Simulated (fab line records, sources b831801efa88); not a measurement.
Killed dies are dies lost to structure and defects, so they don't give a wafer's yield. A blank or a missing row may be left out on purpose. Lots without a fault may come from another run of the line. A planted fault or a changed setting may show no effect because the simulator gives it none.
fab line records | flow sky130
record lots=13 wafers=39 last_day=50
route steps=708 shown POLY_GATE@236 LDD_LDN@296 POLY_CUT@316 SD_P@324 PAD_OPEN@708
lots that met no fault: from a run of the same line without faults
start_h: hours from the record's first day to the start of the lot's first wafer shown | wait_h: hours since the lot's step before | " the same as in the row above | L1.1+2: a row that stands for several wafers | - no value, or no start given | * or withheld: withheld | < > ~ a bound
route shown NAME@n: a module of which the file shows steps, and the number in the route of the first | usual: mean/standard deviation of fault-free wafers | same: alike in all rows | chamber/n: place in a boat | sites: the reading at each site | _std_site: their standard deviation | _edge_site: outer sites' mean less inner sites' | radius_mm: how far each site lies from the wafer's centre | mask NAME#n: copy n | behind: the tool/chamber that last shaped the wafer | hold: why the lot was held/for how many hours/how that ended | device: the transistor (n, p or np) that didn't switch | end of line: the same wafers' tests at the end of the route | a step without rows: its recipe alone | killed: dies lost to structure and defects at the first sort, not the wafer's yield | map: a wafer's dies, x killed, . not, _ none there
set.NAME: the setting as run; set.NAME@STEP: as run at that earlier step | model.NAME: the simulator's own value behind a step, which no gauge read
steps of the route over a sample of lots; a table a step, a row a wafer
services: from which hour (start_h, from the record's first day; less than 0 if before it) a tool's chamber was out of use, for how many hours, and why
## steps
# step SKY_POLY_GATE_CD_MEAS_22
# usual cd_nm=150.2/1.9
# columns lot.wafer tool chamber start_h wait_h cd_nm
L106.1 cd_sem-01 - 371.07 0.1 147.4
L106.3 " - " " 148.5
L106.5 " - " " 148.5
L107.1 cd_sem-02 - 382.07 0.1 148.7
L107.3 " - " " 150.3
L107.4 " - " " 153.8
L108.2 cd_sem-01 - 384.83 0.1 152.1
L108.3 " - " " 151.1
L108.4 " - " " 151.2
L109.2 cd_sem-02 - 396.46 0.1 151.9
L109.3 " - " " 151.5
L109.5 " - " " 150.9
L110.1 cd_sem-01 - 408.58 0.1 151.2
L110.5 " - " " 151.6
L110.6 " - " " 152.5
L113.1 cd_sem-01 - 437.69 0.1 146.5
L113.3 " - " " 150.2
L113.5 " - " " 148.7
L115.1 cd_sem-02 - 453.97 0.1 148.2
L115.3 " - " " 150.4
L115.4 " - " " 148.9
L121.1 cd_sem-02 - 520.44 0.2 151.5
L121.4 " - " " 151.5
L121.6 " - " " 151.3
L123.1 cd_sem-01 - 553.06 0.1 151.8
L123.5 " - " " 149.2
L123.6 " - " " 152.1
L125.1 cd_sem-02 - 557.33 0.1 151.0
L125.2 " - " " 150.8
L125.6 " - " " 150.2
L124.2 cd_sem-01 - 557.36 0.1 150.1
L124.3 " - " " 149.8
L124.6 " - " " 149.5
L127.3 cd_sem-02 - 557.56 0.2 151.9
L127.4 " - " " 151.2
L127.5 " - " " 151.5
L128.2 cd_sem-02 - 581.55 0.1 147.6
L128.3 " - " " 147.7
L128.4 " - " " 146.6
# step SKY_LDD_LDN_OVL_MEAS_07
# usual LDD_LDN_OVL=-0.3/1.4
# columns lot.wafer tool chamber start_h wait_h LDD_LDN_OVL[nm]
L106.1 overlay-01 - 522.08 0.1 0.1
L106.3 " - " " 1.6
L106.5 " - " " 0.3
L107.1 overlay-02 - 543.69 0.1 0.6
L107.3 " - " " 1.0
L107.4 " - " " 0.2
L108.2 overlay-01 - 545.89 0.1 0.3
L108.3 " - " " 1.3
L108.4 " - " " 0.3
L109.2 overlay-01 - 549.84 0.1 1.1
L109.3 " - " " 2.9
L109.5 " - " " -0.2
L110.1 overlay-01 - 554.94 0.1 -1.7
L110.5 " - " " -0.9
L110.6 " - " " -1.8
L113.1 overlay-02 - 584.23 0.1 1.6
L113.3 " - " " -1.3
L113.5 " - " " -0.4
L115.1 overlay-01 - 609.54 0.1 -0.8
L115.3 " - " " 0.7
L115.4 " - " " 0.4
L121.1 overlay-02 - 669.54 0.1 1.7
L121.4 " - " " -0.8
L121.6 " - " " -2.4
L123.1 overlay-01 - 699.88 0.1 0.6
L123.5 " - " " -0.1
L123.6 " - " " -0.8
L124.2 overlay-01 - 702.54 0.1 0.2
L124.3 " - " " 0.3
L124.6 " - " " 0.9
L125.1 overlay-02 - 703.53 0.1 0.1
L125.2 " - " " -1.8
L125.6 " - " " -0.4
L127.3 overlay-01 - 704.85 0.1 -0.9
L127.4 " - " " 0.7
L127.5 " - " " -0.3
L128.2 overlay-01 - 726.34 0.1 -1.5
L128.3 " - " " 0.3
L128.4 " - " " 2.6
# step SKY_POLY_CUT_OVL_MEAS_09
# usual POLY_CUT_OVL=-4/5.2
# columns lot.wafer tool chamber start_h wait_h POLY_CUT_OVL[nm]
L106.1 overlay-02 - 556.40 0.1 -2
L106.3 " - " " -10
L106.5 " - " " -10
L107.1 overlay-02 - 575.30 0.1 0
L107.3 " - " " -5
L107.4 " - " " -4
L108.2 overlay-02 - 577.74 0.1 -3
L108.3 " - " " -6
L108.4 " - " " -1
L109.2 overlay-01 - 583.46 0.1 -3
L109.3 " - " " -9
L109.5 " - " " -9
L110.1 overlay-02 - 587.85 0.1 4
L110.5 " - " " 1
L110.6 " - " " 2
L113.1 overlay-01 - 617.00 0.1 -7
L113.3 " - " " -10
L113.5 " - " " -18
L115.1 overlay-01 - 640.90 0.1 -8
L115.3 " - " " -12
L115.4 " - " " -6
L121.1 overlay-01 - 700.49 0.1 -10
L121.4 " - " " -2
L121.6 " - " " -11
L123.1 overlay-02 - 730.35 0.1 1
L123.5 " - " " 2
L123.6 " - " " 0
L124.2 overlay-01 - 732.21 0.1 -4
L124.3 " - " " 5
L124.6 " - " " -6
L125.1 overlay-01 - 733.34 0.1 6
L125.2 " - " " -2
L125.6 " - " " -6
L127.3 overlay-01 - 735.22 0.1 -4
L127.4 " - " " -13
L127.5 " - " " -8
L128.2 overlay-01 - 757.21 0.1 1
L128.3 " - " " -2
L128.4 " - " " 3
# step SKY_SD_P_EXPOSE_04
# recipe mask_id=PSDM na=0.6 source_shape=conventional sigma_outer=0.6 polarization=unpolarized target_cd_nm=380 dose_mj=138
# usual stage_vel_mm_s=500.03/0.24
# columns lot.wafer tool chamber start_h wait_h mask stage_vel_mm_s
L106.1 iline_stepper-02 0 572.74 - PSDM#0 499.60
L106.3 " 0 " " PSDM#0 500.08
L106.5 " 0 " " PSDM#0 499.77
L107.1 iline_stepper-02 0 587.89 - PSDM#0 500.19
L107.3 " 0 " " PSDM#0 500.15
L107.4 " 0 " " PSDM#0 500.55
L108.2 iline_stepper-01 0 590.13 - PSDM#0 500.04
L108.3 " 0 " " PSDM#0 499.85
L108.4 " 0 " " PSDM#0 500.26
L109.2 iline_stepper-01 0 597.85 - PSDM#0 500.28
L109.3 " 0 " " PSDM#0 499.98
L109.5 " 0 " " PSDM#0 499.93
L110.1 iline_stepper-02 0 604.69 - PSDM#0 499.92
L110.5 " 0 " " PSDM#0 500.01
L110.6 " 0 " " PSDM#0 499.78
L113.1 iline_stepper-01 0 633.04 - PSDM_R1#0 500.22
L113.3 " 0 " " PSDM_R1#0 500.03
L113.5 " 0 " " PSDM_R1#0 500.28
L115.1 iline_stepper-02 0 653.44 - PSDM#0 499.78
L115.3 " 0 " " PSDM#0 499.95
L115.4 " 0 " " PSDM#0 499.81
L121.1 iline_stepper-02 0 713.25 - PSDM#0 500.29
L121.4 " 0 " " PSDM#0 500.00
L121.6 " 0 " " PSDM#0 499.82
L123.1 iline_stepper-01 0 743.25 - PSDM#0 500.11
L123.5 " 0 " " PSDM#0 499.82
L123.6 " 0 " " PSDM#0 500.24
L124.2 iline_stepper-01 0 745.15 - PSDM#0 499.93
L124.3 " 0 " " PSDM#0 499.65
L124.6 " 0 " " PSDM#0 499.76
L125.1 iline_stepper-02 0 747.49 - PSDM#0 499.70
L125.2 " 0 " " PSDM#0 499.77
L125.6 " 0 " " PSDM#0 499.97
L127.3 iline_stepper-01 0 749.90 - PSDM#0 500.18
L127.4 " 0 " " PSDM#0 500.14
L127.5 " 0 " " PSDM#0 500.49
L128.2 iline_stepper-02 0 769.74 - PSDM#0 499.96
L128.3 " 0 " " PSDM#0 499.80
L128.4 " 0 " " PSDM#0 499.68
# step SKY_SD_P_CD_MEAS_07
# recipe target_cd_nm=380
# usual cd_nm=380.4/2.7
# columns lot.wafer tool chamber start_h wait_h hold cd_nm
L106.1 cd_sem-01 - 585.13 0.1 - 379.4
L106.3 " - " " - 381.4
L106.5 " - " " - 377.6
L107.1 cd_sem-02 - 604.19 0.1 - 385.1
L107.3 " - " " - 387.0
L107.4 " - " " - 384.4
L108.2 cd_sem-01 - 607.01 0.1 - 384.2
L108.3 " - " " - 385.0
L108.4 " - " " - 384.3
L109.2 cd_sem-02 - 612.79 0.1 - 379.9
L109.3 " - " " - 384.3
L109.5 " - " " - 382.5
L110.1 cd_sem-01 - 617.17 0.1 - 379.6
L110.5 " - " " - 378.5
L110.6 " - " " - 377.2
L113.1 cd_sem-02 - 645.58 0.1 await_dispo/0.2h/release 404.2
L113.3 " - " " await_dispo/0.2h/release 404.7
L113.5 " - " " await_dispo/0.2h/release 407.3
L113.1 cd_sem-02 - 645.87 0.3 - 404.1
L113.3 " - " " - 404.5
L113.5 " - " " - 407.3
L115.1 cd_sem-02 - 668.73 0.1 - 381.7
L115.3 " - " " - 381.1
L115.4 " - " " - 379.1
L121.1 cd_sem-01 - 728.02 0.1 - 378.9
L121.4 " - " " - 378.0
L121.6 " - " " - 377.0
L123.1 cd_sem-01 - 758.67 0.1 - 384.9
L123.5 " - " " - 384.6
L123.6 " - " " - 385.6
L124.2 cd_sem-02 - 759.70 0.1 - 378.1
L124.3 " - " " - 378.1
L124.6 " - " " - 377.9
L125.1 cd_sem-02 - 760.92 0.1 - 380.0
L125.2 " - " " - 377.2
L125.6 " - " " - 378.1
L127.3 cd_sem-02 - 762.87 0.1 - 379.8
L127.4 " - " " - 380.5
L127.5 " - " " - 381.1
L128.2 cd_sem-02 - 784.39 0.1 - 381.9
L128.3 " - " " - 380.9
L128.4 " - " " - 382.8
# step SKY_PAD_OPEN_PROBE_99
# usual killed_at_M0_to_M3=43/6.9 killed_at_M4_up=3.1/1.9 killed_at_contacts=24/5.4 killed_at_front_end=14/4.3 killed_at_other=0.3/0.53 killed_dies=84/9.5 killed_open=46/6.8 killed_short=38/6
# same gross_dies=492 killed_at_back_side=0
# columns lot.wafer tool chamber start_h wait_h killed_at_M0_to_M3 killed_at_M4_up killed_at_contacts killed_at_front_end killed_at_other killed_dies killed_open killed_short
L123.1 prober-01 - 1192.94 0.1 35 2 23 11 0 71 44 27
L123.5 prober-01 - 1193.14 0.2 39 4 35 7 0 85 52 33
L123.6 prober-01 - 1193.19 0.2 54 1 27 14 0 96 58 38
# killed by level:class
L123.1 VIA1:geometric_particle:open=12 CONTACT:geometric_particle:short=7 CONTACT:geometric_particle:open=7 LI_CONTACT:geometric_particle:open=6 FIELD_ISO:geometric_particle:open=5 VIA1:geometric_particle:short=5 VIA2:geometric_particle:open=5 METAL1:geometric_particle:short=4
L123.5 CONTACT:geometric_particle:open=17 VIA1:geometric_particle:open=10 LI_CONTACT:geometric_particle:open=7 VIA1:geometric_particle:short=7 VIA3:geometric_particle:open=7 METAL2:geometric_particle:short=6 CONTACT:geometric_particle:short=4 LOCAL_INTERCONNECT:geometric_particle:open=3
L123.6 VIA1:geometric_particle:open=12 LI_CONTACT:geometric_particle:open=10 CONTACT:geometric_particle:open=9 VIA2:geometric_particle:open=9 VIA3:geometric_particle:open=7 METAL1:geometric_particle:short=6 FIELD_ISO:geometric_particle:open=5 METAL2:geometric_particle:short=5
## services
# columns tool chamber start_h hours kind
iline_stepper-01 - 559.29 7.1 repair
iline_stepper-01 0 597.41 - calibration
iline_stepper-02 - 629.53 1.7 pm
iline_stepper-02 - 646.66 1.0 repair
iline_stepper-02 - 647.17 6.1 repair
iline_stepper-02 0 678.18 - calibration
iline_stepper-01 - 697.04 1.7 pm
## key
first_sign step=SKY_SD_P_EXPOSE_04 reading=mask direction=changed
effect step=SKY_SD_P_CD_MEAS_07 reading=visit direction=added
effect step=SKY_SD_P_CD_MEAS_07 reading=cd_nm direction=up sigmas=9.1 usual=380.4 struck=405.4
met_at SKY_SD_P_EXPOSE_04
struck_lots L113
tester_left_out L113
not_acting_at SKY_POLY_GATE_CD_MEAS_22,SKY_LDD_LDN_OVL_MEAS_07,SKY_POLY_CUT_OVL_MEAS_09
onset_between 597.85 633.04
fault kind=wrong_mask tool=any chamber=- onset_h=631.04 steps=SKY_SD_P_EXPOSE_04 aux_copy=PSDM_R1#0 cd_offset_nm=27 scope=struck_lots_only
# tester_left_out: of these lots the tester's yield and bins aren't shown, on N5 and GAA mostly nor the transistor test; their killed dies are dies lost to structure and defects alone, not to doping, threshold or leakage, so they don't give the yield
